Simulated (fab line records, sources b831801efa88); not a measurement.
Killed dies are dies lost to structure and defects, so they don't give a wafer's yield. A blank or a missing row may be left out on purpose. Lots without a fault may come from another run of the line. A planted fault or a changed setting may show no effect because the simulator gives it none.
A sampling plan put to the test | flow gf180mcu | one fab line, 15 faults that these records tell of, each judged on the records of the lots that it struck; 1 more is left out, because the records don't allow judging it
The plan is the line's own looks: the steps of the route at which a gauge or an inspection reads the wafer and doesn't change it. A look can be judged if struck wafers have a number there and the file gives its usual mean and standard deviation on fault-free wafers. Caught: at a look after the fault's first step, the mean of the struck wafers lies 4 or more of those standard deviations (sigma) from the usual mean. On the tool: the same test on the tool's own readings at the fault's steps. Another recipe on the struck wafers, or a record that is blank for them alone, also counts as caught.

THE FAULTS, as the simulator had put them in
1. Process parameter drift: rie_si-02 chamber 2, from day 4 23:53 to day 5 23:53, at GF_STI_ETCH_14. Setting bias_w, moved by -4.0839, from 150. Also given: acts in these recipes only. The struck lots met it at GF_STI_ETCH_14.
2. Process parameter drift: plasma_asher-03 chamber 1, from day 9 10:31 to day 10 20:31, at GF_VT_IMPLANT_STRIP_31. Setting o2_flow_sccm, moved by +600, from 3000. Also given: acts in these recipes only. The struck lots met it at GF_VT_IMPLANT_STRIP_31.
3. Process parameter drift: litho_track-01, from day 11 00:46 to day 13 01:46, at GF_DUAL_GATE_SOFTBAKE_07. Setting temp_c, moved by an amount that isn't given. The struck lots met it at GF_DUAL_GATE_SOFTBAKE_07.
4. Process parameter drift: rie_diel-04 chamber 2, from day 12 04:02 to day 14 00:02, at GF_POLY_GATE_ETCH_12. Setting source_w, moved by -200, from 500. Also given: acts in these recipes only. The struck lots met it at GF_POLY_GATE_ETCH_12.
5. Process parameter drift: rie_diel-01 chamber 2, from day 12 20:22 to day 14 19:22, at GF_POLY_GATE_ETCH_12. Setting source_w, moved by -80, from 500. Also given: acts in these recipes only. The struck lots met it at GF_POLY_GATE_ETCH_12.
6. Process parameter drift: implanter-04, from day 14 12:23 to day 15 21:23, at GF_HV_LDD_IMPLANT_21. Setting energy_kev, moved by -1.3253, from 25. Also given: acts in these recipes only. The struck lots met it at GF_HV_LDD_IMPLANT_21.
7. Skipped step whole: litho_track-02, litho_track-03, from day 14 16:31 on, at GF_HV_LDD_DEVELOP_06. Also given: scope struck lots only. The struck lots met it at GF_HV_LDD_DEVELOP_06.
8. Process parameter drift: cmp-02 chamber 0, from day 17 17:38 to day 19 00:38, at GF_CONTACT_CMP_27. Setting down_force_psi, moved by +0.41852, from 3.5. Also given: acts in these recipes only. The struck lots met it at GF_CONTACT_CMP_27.
9. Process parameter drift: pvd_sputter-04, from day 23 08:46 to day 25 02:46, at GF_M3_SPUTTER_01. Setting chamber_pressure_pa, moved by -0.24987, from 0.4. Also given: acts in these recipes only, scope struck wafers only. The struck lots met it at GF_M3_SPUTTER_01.
10. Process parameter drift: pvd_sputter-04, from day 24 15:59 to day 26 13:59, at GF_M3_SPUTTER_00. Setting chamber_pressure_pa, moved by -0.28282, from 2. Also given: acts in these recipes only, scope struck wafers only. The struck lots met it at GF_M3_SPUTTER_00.
11. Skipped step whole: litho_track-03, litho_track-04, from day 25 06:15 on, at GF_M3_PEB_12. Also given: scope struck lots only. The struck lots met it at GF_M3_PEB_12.
12. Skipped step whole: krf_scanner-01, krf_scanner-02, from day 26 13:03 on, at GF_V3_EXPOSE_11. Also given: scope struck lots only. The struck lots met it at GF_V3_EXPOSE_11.
13. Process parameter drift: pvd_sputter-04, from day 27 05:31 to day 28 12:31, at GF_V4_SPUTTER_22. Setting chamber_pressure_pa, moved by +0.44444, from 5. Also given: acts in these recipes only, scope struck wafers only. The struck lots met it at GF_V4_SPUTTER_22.
14. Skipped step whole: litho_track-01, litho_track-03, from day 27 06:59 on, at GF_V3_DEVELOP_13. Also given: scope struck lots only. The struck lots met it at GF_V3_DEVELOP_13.
15. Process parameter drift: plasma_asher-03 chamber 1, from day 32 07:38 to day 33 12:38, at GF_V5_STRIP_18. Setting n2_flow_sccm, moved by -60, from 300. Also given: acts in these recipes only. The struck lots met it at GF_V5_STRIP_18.

WHAT THE PLAN SAW
fault | on the tool itself                               | first look that catches it                      | reading, sigma | median hours from its first step to that look | hours from the fault's start to the first struck lot there | judged looks passed uncaught
1     | bias_w -9.6 sigma                                | none of the 2 looks that can be judged after it | -              | -                                             | -                                                          | 2
2     | o2_flow_sccm +67 sigma                           | none of the 2 looks that can be judged after it | -              | -                                             | -                                                          | 2
3     | heater_power_total_W -56 sigma                   | no look after it can be judged                  | -              | -                                             | -                                                          | 0
4     | rf_fwd_power_W -99 or beyond sigma               | no look after it can be judged                  | -              | -                                             | -                                                          | 0
5     | rf_fwd_power_W -47 sigma                         | not the one look that can be judged after it    | -              | -                                             | -                                                          | 1
6     | beam_energy_keV -99 or beyond sigma              | no look after it can be judged                  | -              | -                                             | -                                                          | 0
7     | the tool's record is blank for the struck wafers | no look after it can be judged                  | -              | -                                             | -                                                          | 0
8     | head_pressure_psi +52 sigma                      | no look after it can be judged                  | -              | -                                             | -                                                          | 0
9     | chamber_pressure_pa -99 or beyond sigma          | no look after it can be judged                  | -              | -                                             | -                                                          | 0
10    | chamber_pressure_pa -67 sigma                    | not the one look that can be judged after it    | -              | -                                             | -                                                          | 1
11    | the tool's record is blank for the struck wafers | no look after it can be judged                  | -              | -                                             | -                                                          | 0
12    | no reading that can be judged                    | no look after it can be judged                  | -              | -                                             | -                                                          | 0
13    | chamber_pressure_pa +42 sigma                    | no look after it can be judged                  | -              | -                                             | -                                                          | 0
14    | the tool's record is blank for the struck wafers | no look after it can be judged                  | -              | -                                             | -                                                          | 0
15    | n2_flow_sccm -63 sigma                           | not the one look that can be judged after it    | -              | -                                             | -                                                          | 1
A dash: the fault isn't caught, or these records don't give the number.

Caught at a look: 0 of 15. Caught on the tool: 14 of 15. By one or the other: 14 of 15.
Caught on the tool alone: faults 1, 2, 3, 4, 5, 6, 7, 8, 9, 10, 11, 13, 14, 15.
Caught by neither: fault 12.
